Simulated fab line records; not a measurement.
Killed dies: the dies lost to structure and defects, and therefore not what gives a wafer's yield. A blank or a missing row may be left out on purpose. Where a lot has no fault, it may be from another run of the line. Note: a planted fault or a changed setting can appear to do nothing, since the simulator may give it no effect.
The tool behind it: which one? / flow gf180mcu / 72 wafers from 24 lots sampled at 5 of the route's 602 steps

WHAT THE GAUGES READ, wafer by wafer
GF_VT_IMPLANT_RS_MEAS_49: measures by four-point-probe. Usual: MVPSD_RS gives 1167.7 ohm/sq (standard deviation 2.8).
lot=L074; measured=day 7 11:17; on=film metro-01; MVPSD_RS (ohm/sq)=1170.7 1170.2 1170.1; flag=
lot=L075; measured=day 7 20:28; on=film metro-02; MVPSD_RS (ohm/sq)=1168.6 1169.9 1168.5; flag=
lot=L076; measured=day 8 03:30; on=film metro-02; MVPSD_RS (ohm/sq)=1164.6 1163.5 1166.3; flag=
lot=L077; measured=day 8 09:23; on=film metro-02; MVPSD_RS (ohm/sq)=1167.8 1173.3 1168.4; flag=
lot=L078; measured=day 8 16:28; on=film metro-01; MVPSD_RS (ohm/sq)=1166.5 1164.4 1160.6; flag=
lot=L079; measured=day 8 22:38; on=film metro-04; MVPSD_RS (ohm/sq)=1172.7 1168.8 1172.8; flag=
lot=L080; measured=day 9 06:12; on=film metro-04; MVPSD_RS (ohm/sq)=1169.5 1167.5 1169.6; flag=
lot=L081; measured=day 9 13:13; on=film metro-01; MVPSD_RS (ohm/sq)=1165.8 1168.1 1165.2; flag=
lot=L082; measured=day 9 19:22; on=film metro-01; MVPSD_RS (ohm/sq)=1167.9 1169.4 1171.3; flag=
lot=L083; measured=day 10 00:14; on=film metro-04; MVPSD_RS (ohm/sq)=1166.3 1165.8 1166.5; flag=
lot=L084; measured=day 10 10:19; on=film metro-01; MVPSD_RS (ohm/sq)=1169.8 1170.5 1171.1; flag=
lot=L085; measured=day 10 15:35; on=film metro-02; MVPSD_RS (ohm/sq)=1167.4 1164.9 1167.6; flag=
lot=L086; measured=day 10 22:25; on=film metro-04; MVPSD_RS (ohm/sq)=1169.1 1169.0 1171.6; flag=
lot=L087; measured=day 11 04:20; on=film metro-01; MVPSD_RS (ohm/sq)=1164.1 1165.4 1163.7; flag=
lot=L088; measured=day 11 11:40; on=film metro-04; MVPSD_RS (ohm/sq)=1161.5 1165.8 1165.6; flag=
lot=L089; measured=day 11 19:44; on=film metro-04; MVPSD_RS (ohm/sq)=1170.9 1169.0 1170.3; flag=
lot=L090; measured=day 12 00:50; on=film metro-02; MVPSD_RS (ohm/sq)=1167.9 1164.7 1170.0; flag=
lot=L091; measured=day 12 08:11; on=film metro-04; MVPSD_RS (ohm/sq)=1167.2 1164.4 1167.1; flag=
lot=L092; measured=day 12 15:36; on=film metro-01; MVPSD_RS (ohm/sq)=1174.2 1170.8 1170.1; flag=
lot=L093; measured=day 12 20:32; on=film metro-04; MVPSD_RS (ohm/sq)=1165.0 1162.7 1166.8; flag=
lot=L094; measured=day 13 03:33; on=film metro-02; MVPSD_RS (ohm/sq)=1170.0 1168.7 1170.5; flag=
lot=L095; measured=day 13 08:26; on=film metro-04; MVPSD_RS (ohm/sq)=1170.8 1171.5 1167.4; flag=
lot=L096; measured=day 13 20:13; on=film metro-01; MVPSD_RS (ohm/sq)=1165.8 1164.6 1166.7; flag=
lot=L097; measured=day 14 01:28; on=film metro-04; MVPSD_RS (ohm/sq)=1169.1 1168.8 1167.8; flag=

GF_POLY_GATE_CD_MEAS_18. Usual: cd nm reads 279.9 nm (standard deviation 1.8).
lot=L074; measured=day 9 04:31; on=cd sem-02; cd nm (nm)=282.9 282.1 281.7; flag=
lot=L075; measured=day 9 14:41; on=cd sem-01; cd nm (nm)=277.3 278.7 279.7; flag=
lot=L076; measured=day 9 19:07; on=cd sem-02; cd nm (nm)=277.9 279.5 279.6; flag=
lot=L077; measured=day 10 04:25; on=cd sem-02; cd nm (nm)=279.8 280.9 280.3; flag=
lot=L078; measured=day 10 09:56; on=cd sem-01; cd nm (nm)=276.5 277.0 278.8; flag=
lot=L079; measured=day 10 18:13; on=cd sem-02; cd nm (nm)=282.6 283.7 282.8; flag=
lot=L080; measured=day 11 00:28; on=cd sem-02; cd nm (nm)=279.7 279.9 279.8; flag=
lot=L081; measured=day 11 10:07; on=cd sem-01; cd nm (nm)=277.6 279.6 277.7; flag=
lot=L082; measured=day 11 16:02; on=cd sem-02; cd nm (nm)=282.6 281.1 281.9; flag=
lot=L083; measured=day 11 19:26; on=cd sem-01; cd nm (nm)=280.4 279.0 279.6; flag=
lot=L084; measured=day 12 08:52; on=cd sem-01; cd nm (nm)=282.2 281.1 279.2; flag=
lot=L085; measured=day 12 12:11; on=cd sem-02; cd nm (nm)=282.6 281.9 282.5; flag=
lot=L086; measured=day 12 21:25; on=cd sem-02; cd nm (nm)=281.7 281.2 280.5; flag=
lot=L087; measured=day 13 03:49; on=cd sem-01; cd nm (nm)=280.2 282.1 279.7; flag=
lot=L088; measured=day 13 09:49; on=cd sem-01; cd nm (nm)=281.3 278.9 281.3; flag=
lot=L089; measured=day 13 20:32; on=cd sem-01; cd nm (nm)=278.2 279.8 275.1; flag=
lot=L090; measured=day 14 01:09; on=cd sem-01; cd nm (nm)=281.2 281.6 279.9; flag=
lot=L091; measured=day 14 06:53; on=cd sem-01; cd nm (nm)=282.8 282.4 282.8; flag=
lot=L092; measured=day 14 15:51; on=cd sem-01; cd nm (nm)=281.4 281.3 280.5; flag=
lot=L093; measured=day 14 20:11; on=cd sem-01; cd nm (nm)=279.9 280.5 280.0; flag=
lot=L094; measured=day 15 04:14; on=cd sem-01; cd nm (nm)=276.5 277.4 278.9; flag=
lot=L095; measured=day 15 10:08; on=cd sem-01; cd nm (nm)=281.5 278.1 282.3; flag=
lot=L096; measured=day 15 21:53; on=cd sem-01; cd nm (nm)=280.3 281.5 279.3; flag=
lot=L097; measured=day 16 05:25; on=cd sem-01; cd nm (nm)=278.1 279.4 277.9; flag=

GF_V3_THK_MEAS_03. Usual: V3_CVD_02_THK gives 852 nm (standard deviation 11).
lot=L074; measured=day 21 09:04; on=film metro-01; V3_CVD_02_THK (nm)=841 855 846; flag=
lot=L075; measured=day 21 21:05; on=film metro-03; V3_CVD_02_THK (nm)=839 852 859; flag=
lot=L076; measured=day 22 02:14; on=film metro-02; V3_CVD_02_THK (nm)=829 840 837; flag=
lot=L077; measured=day 22 14:23; on=film metro-02; V3_CVD_02_THK (nm)=837 855 844; flag=
lot=L078; measured=day 22 20:46; on=film metro-02; V3_CVD_02_THK (nm)=843 862 858; flag=
lot=L079; measured=day 23 06:11; on=film metro-02; V3_CVD_02_THK (nm)=837 854 854; flag=
lot=L080; measured=day 23 15:23; on=film metro-03; V3_CVD_02_THK (nm)=851 856 850; flag=
lot=L081; measured=day 24 01:00; on=film metro-02; V3_CVD_02_THK (nm)=851 835 865; flag=
lot=L082; measured=day 24 10:59; on=film metro-01; V3_CVD_02_THK (nm)=854 872 861; flag=
lot=L083; measured=day 24 11:40; on=film metro-02; V3_CVD_02_THK (nm)=843 852 858; flag=
lot=L084; measured=day 25 00:40; on=film metro-02; V3_CVD_02_THK (nm)=835 846 855; flag=
lot=L085; measured=day 25 07:14; on=film metro-01; V3_CVD_02_THK (nm)=843 840 848; flag=
lot=L086; measured=day 25 14:50; on=film metro-01; V3_CVD_02_THK (nm)=854 873 885; flag=
lot=L087; measured=day 25 23:17; on=film metro-02; V3_CVD_02_THK (nm)=854 847 861; flag=
lot=L088; measured=day 26 08:17; on=film metro-03; V3_CVD_02_THK (nm)=855 858 872; flag=
lot=L089; measured=day 26 17:59; on=film metro-03; V3_CVD_02_THK (nm)=867 857 857; flag=
lot=L090; measured=day 26 18:08; on=film metro-03; V3_CVD_02_THK (nm)=846 864 866; flag=
lot=L091; measured=day 27 05:19; on=film metro-01; V3_CVD_02_THK (nm)=850 877 873; flag=
lot=L092; measured=day 27 11:24; on=film metro-03; V3_CVD_02_THK (nm)=848 871 867; flag=
lot=L093; measured=day 27 16:09; on=film metro-02; V3_CVD_02_THK (nm)=836 835 847; flag=
lot=L094; measured=day 27 22:34; on=film metro-03; V3_CVD_02_THK (nm)=849 837 867; flag=
lot=L095; measured=day 28 04:40; on=film metro-01; V3_CVD_02_THK (nm)=850 862 862; flag=
lot=L096; measured=day 28 15:07; on=film metro-01; V3_CVD_02_THK (nm)=842 873 857; flag=
lot=L097; measured=day 28 22:32; on=film metro-02; V3_CVD_02_THK (nm)=847 844 865; flag=

TOOL THAT RAN EACH LOT (tool first, then ch and the chambers of the sampled wafers, then the start)
lot=L074; GF_M2_SPUTTER_00=pvd sputter-02, day 18 02:34; GF_V2_STRIP_18=plasma asher-01 ch 0,1, day 20 06:02
lot=L075; GF_M2_SPUTTER_00=pvd sputter-03, day 18 14:35; GF_V2_STRIP_18=plasma asher-04 ch 0,1, day 20 17:40
lot=L076; GF_M2_SPUTTER_00=pvd sputter-03, day 18 21:17; GF_V2_STRIP_18=plasma asher-04 ch 0,1, day 21 00:09
lot=L077; GF_M2_SPUTTER_00=pvd sputter-02, day 19 08:26; GF_V2_STRIP_18=plasma asher-04 ch 0,1, day 21 11:31
lot=L078; GF_M2_SPUTTER_00=pvd sputter-02, day 19 16:13; GF_V2_STRIP_18=plasma asher-03 ch 0,1, day 21 18:50
lot=L079; GF_M2_SPUTTER_00=pvd sputter-04, day 20 03:04; GF_V2_STRIP_18=plasma asher-03 ch 0,1, day 22 05:01
lot=L080; GF_M2_SPUTTER_00=pvd sputter-04, day 20 12:59; GF_V2_STRIP_18=plasma asher-03 ch 0,1, day 22 14:16
lot=L081; GF_M2_SPUTTER_00=pvd sputter-04, day 20 22:34; GF_V2_STRIP_18=plasma asher-03 ch 0,1, day 23 00:07
lot=L082; GF_M2_SPUTTER_00=pvd sputter-04, day 21 10:05; GF_V2_STRIP_18=plasma asher-04 ch 0,1, day 23 10:11
lot=L083; GF_M2_SPUTTER_00=pvd sputter-02, day 21 11:05; GF_V2_STRIP_18=plasma asher-01 ch 0,1, day 23 11:36
lot=L084; GF_M2_SPUTTER_00=pvd sputter-02, day 22 02:33; GF_V2_STRIP_18=plasma asher-04 ch 0,1, day 24 02:32
lot=L085; GF_M2_SPUTTER_00=pvd sputter-02, day 22 09:19; GF_V2_STRIP_18=plasma asher-04 ch 0,1, day 24 08:04
lot=L086; GF_M2_SPUTTER_00=pvd sputter-04, day 22 18:17; GF_V2_STRIP_18=plasma asher-03 ch 0,1, day 24 15:07
lot=L087; GF_M2_SPUTTER_00=pvd sputter-04, day 23 02:58; GF_V2_STRIP_18=plasma asher-01 ch 0,1, day 24 23:06
lot=L088; GF_M2_SPUTTER_00=pvd sputter-02, day 23 11:30; GF_V2_STRIP_18=plasma asher-04 ch 0,1, day 25 08:43
lot=L089; GF_M2_SPUTTER_00=pvd sputter-02, day 23 19:41; GF_V2_STRIP_18=plasma asher-01 ch 0,1, day 25 17:53
lot=L090; GF_M2_SPUTTER_00=pvd sputter-02, day 24 00:59; GF_V2_STRIP_18=plasma asher-04 ch 0,1, day 25 18:49
lot=L091; GF_M2_SPUTTER_00=pvd sputter-02, day 24 10:29; GF_V2_STRIP_18=plasma asher-03 ch 0,1, day 26 06:13
lot=L092; GF_M2_SPUTTER_00=pvd sputter-02, day 24 15:58; GF_V2_STRIP_18=plasma asher-01 ch 0,1, day 26 12:07
lot=L093; GF_M2_SPUTTER_00=pvd sputter-03, day 24 21:08; GF_V2_STRIP_18=plasma asher-03 ch 0,1, day 26 17:12
lot=L094; GF_M2_SPUTTER_00=pvd sputter-04, day 25 02:55; GF_V2_STRIP_18=plasma asher-01 ch 0,1, day 26 23:00
lot=L095; GF_M2_SPUTTER_00=pvd sputter-04, day 25 11:28; GF_V2_STRIP_18=plasma asher-03 ch 1, day 27 05:54
lot=L096; GF_M2_SPUTTER_00=pvd sputter-04, day 25 21:44; GF_V2_STRIP_18=plasma asher-03 ch 0,1, day 27 16:38
lot=L097; GF_M2_SPUTTER_00=pvd sputter-03, day 26 08:07; GF_V2_STRIP_18=plasma asher-03 ch 0, day 28 01:10
- GF_M2_SPUTTER_00: material Ti, target thk 37.5 nm, time 150 s.
- GF_V2_STRIP_18: strips in O2/N2.

WHAT THE TOOLS THEMSELVES READ (means of the sampled wafers that have a number; where no wafer has one, the mark that the record gives instead)
GF_M2_SPUTTER_00. Usual: cathode dc power W 3999.9 W, standard deviation 0.72; throttle valve pct 30.3 %, standard deviation 1.4.
lot=L074; tool=pvd sputter-02; cathode dc power W (W)=3999.7; throttle valve pct (%)=30.8; flag=
lot=L075; tool=pvd sputter-03; cathode dc power W (W)=3999.7; throttle valve pct (%)=30.1; flag=
lot=L076; tool=pvd sputter-03; cathode dc power W (W)=4000.0; throttle valve pct (%)=30.2; flag=
lot=L077; tool=pvd sputter-02; cathode dc power W (W)=3999.7; throttle valve pct (%)=29.9; flag=
lot=L078; tool=pvd sputter-02; cathode dc power W (W)=3999.9; throttle valve pct (%)=30.9; flag=
lot=L079; tool=pvd sputter-04; cathode dc power W (W)=4000.2; throttle valve pct (%)=31.1; flag=
lot=L080; tool=pvd sputter-04; cathode dc power W (W)=3999.5; throttle valve pct (%)=31.2; flag=
lot=L081; tool=pvd sputter-04; cathode dc power W (W)=3999.9; throttle valve pct (%)=30.7; flag=
lot=L082; tool=pvd sputter-04; cathode dc power W (W)=3999.5; throttle valve pct (%)=31.1; flag=
lot=L083; tool=pvd sputter-02; cathode dc power W (W)=3999.7; throttle valve pct (%)=31.3; flag=
lot=L084; tool=pvd sputter-02; cathode dc power W (W)=3999.7; throttle valve pct (%)=29.7; flag=
lot=L085; tool=pvd sputter-02; cathode dc power W (W)=3999.2; throttle valve pct (%)=29.9; flag=
lot=L086; tool=pvd sputter-04; cathode dc power W (W)=4000.0; throttle valve pct (%)=31.0; flag=
lot=L087; tool=pvd sputter-04; cathode dc power W (W)=4000.5; throttle valve pct (%)=30.4; flag=
lot=L088; tool=pvd sputter-02; cathode dc power W (W)=4000.0; throttle valve pct (%)=29.7; flag=
lot=L089; tool=pvd sputter-02; cathode dc power W (W)=4000.5; throttle valve pct (%)=29.6; flag=
lot=L090; tool=pvd sputter-02; cathode dc power W (W)=4000.3; throttle valve pct (%)=29.4; flag=
lot=L091; tool=pvd sputter-02; cathode dc power W (W)=4000.1; throttle valve pct (%)=28.3; flag=
lot=L092; tool=pvd sputter-02; cathode dc power W (W)=4000.0; throttle valve pct (%)=30.9; flag=
lot=L093; tool=pvd sputter-03; cathode dc power W (W)=4000.3; throttle valve pct (%)=30.1; flag=
lot=L094; tool=pvd sputter-04; cathode dc power W (W)=3999.8; throttle valve pct (%)=30.6; flag=
lot=L095; tool=pvd sputter-04; cathode dc power W (W)=4000.4; throttle valve pct (%)=30.7; flag=
lot=L096; tool=pvd sputter-04; cathode dc power W (W)=4000.7; throttle valve pct (%)=30.9; flag=
lot=L097; tool=pvd sputter-03; cathode dc power W (W)=4000.2; throttle valve pct (%)=30.3; flag=

GF_V2_STRIP_18. Usual: drypump motor current A 5.9 A, standard deviation 0.46; heater power w 323 W, standard deviation 22; oes product au 0.594 a.u., standard deviation 0.0046.
lot=L074; tool=plasma asher-01; drypump motor current A (A)=6.2; heater power w (W)=328; oes product au (a.u.)=0.593; flag=
lot=L075; tool=plasma asher-04; drypump motor current A (A)=5.4; heater power w (W)=330; oes product au (a.u.)=0.594; flag=
lot=L076; tool=plasma asher-04; drypump motor current A (A)=5.4; heater power w (W)=333; oes product au (a.u.)=0.597; flag=
lot=L077; tool=plasma asher-04; drypump motor current A (A)=5.2; heater power w (W)=324; oes product au (a.u.)=0.595; flag=
lot=L078; tool=plasma asher-03; drypump motor current A (A)=6.2; heater power w (W)=315; oes product au (a.u.)=0.600; flag=
lot=L079; tool=plasma asher-03; drypump motor current A (A)=6.1; heater power w (W)=331; oes product au (a.u.)=0.592; flag=
lot=L080; tool=plasma asher-03; drypump motor current A (A)=6.2; heater power w (W)=307; oes product au (a.u.)=0.588; flag=
lot=L081; tool=plasma asher-03; drypump motor current A (A)=6.2; heater power w (W)=312; oes product au (a.u.)=0.595; flag=
lot=L082; tool=plasma asher-04; drypump motor current A (A)=5.2; heater power w (W)=324; oes product au (a.u.)=0.594; flag=
lot=L083; tool=plasma asher-01; drypump motor current A (A)=6.1; heater power w (W)=327; oes product au (a.u.)=0.594; flag=
lot=L084; tool=plasma asher-04; drypump motor current A (A)=5.2; heater power w (W)=329; oes product au (a.u.)=0.592; flag=
lot=L085; tool=plasma asher-04; drypump motor current A (A)=5.2; heater power w (W)=323; oes product au (a.u.)=0.593; flag=
lot=L086; tool=plasma asher-03; drypump motor current A (A)=6.1; heater power w (W)=329; oes product au (a.u.)=0.594; flag=
lot=L087; tool=plasma asher-01; drypump motor current A (A)=6.3; heater power w (W)=309; oes product au (a.u.)=0.597; flag=
lot=L088; tool=plasma asher-04; drypump motor current A (A)=5.4; heater power w (W)=325; oes product au (a.u.)=0.591; flag=
lot=L089; tool=plasma asher-01; drypump motor current A (A)=6.3; heater power w (W)=309; oes product au (a.u.)=0.593; flag=
lot=L090; tool=plasma asher-04; drypump motor current A (A)=5.4; heater power w (W)=327; oes product au (a.u.)=0.592; flag=
lot=L091; tool=plasma asher-03; drypump motor current A (A)=6.2; heater power w (W)=314; oes product au (a.u.)=0.591; flag=
lot=L092; tool=plasma asher-01; drypump motor current A (A)=6.2; heater power w (W)=328; oes product au (a.u.)=0.593; flag=
lot=L093; tool=plasma asher-03; drypump motor current A (A)=6.1; heater power w (W)=331; oes product au (a.u.)=0.596; flag=
lot=L094; tool=plasma asher-01; drypump motor current A (A)=6.1; heater power w (W)=328; oes product au (a.u.)=0.595; flag=
lot=L095; tool=plasma asher-03; drypump motor current A (A)=6.1; heater power w (W)=345; oes product au (a.u.)=0.594; flag=
lot=L096; tool=plasma asher-03; drypump motor current A (A)=6.2; heater power w (W)=335; oes product au (a.u.)=0.596; flag=
lot=L097; tool=plasma asher-03; drypump motor current A (A)=6.3; heater power w (W)=300; oes product au (a.u.)=0.598; flag=

THE ANSWER, worked out from the rows above alone
Rule: a lot is off if the mean of its wafers that have a number lies more than 3 standard deviations from the usual mean. Also off: a lot with no number at a reading for which 4 or more lots have one. Where the step has rows for the other lots, those lots are counted as sound. The gauges are gone through in route order, then the tools' own readings, and for those a lot's mean is taken as printed above. At the first step where some lot is off, the reading lying furthest off is the one used; lots without a number count as furthest.
No lot is off on any of the readings shown, so nothing can be concluded from this.

WHAT WAS PUT IN BY THE SIMULATOR
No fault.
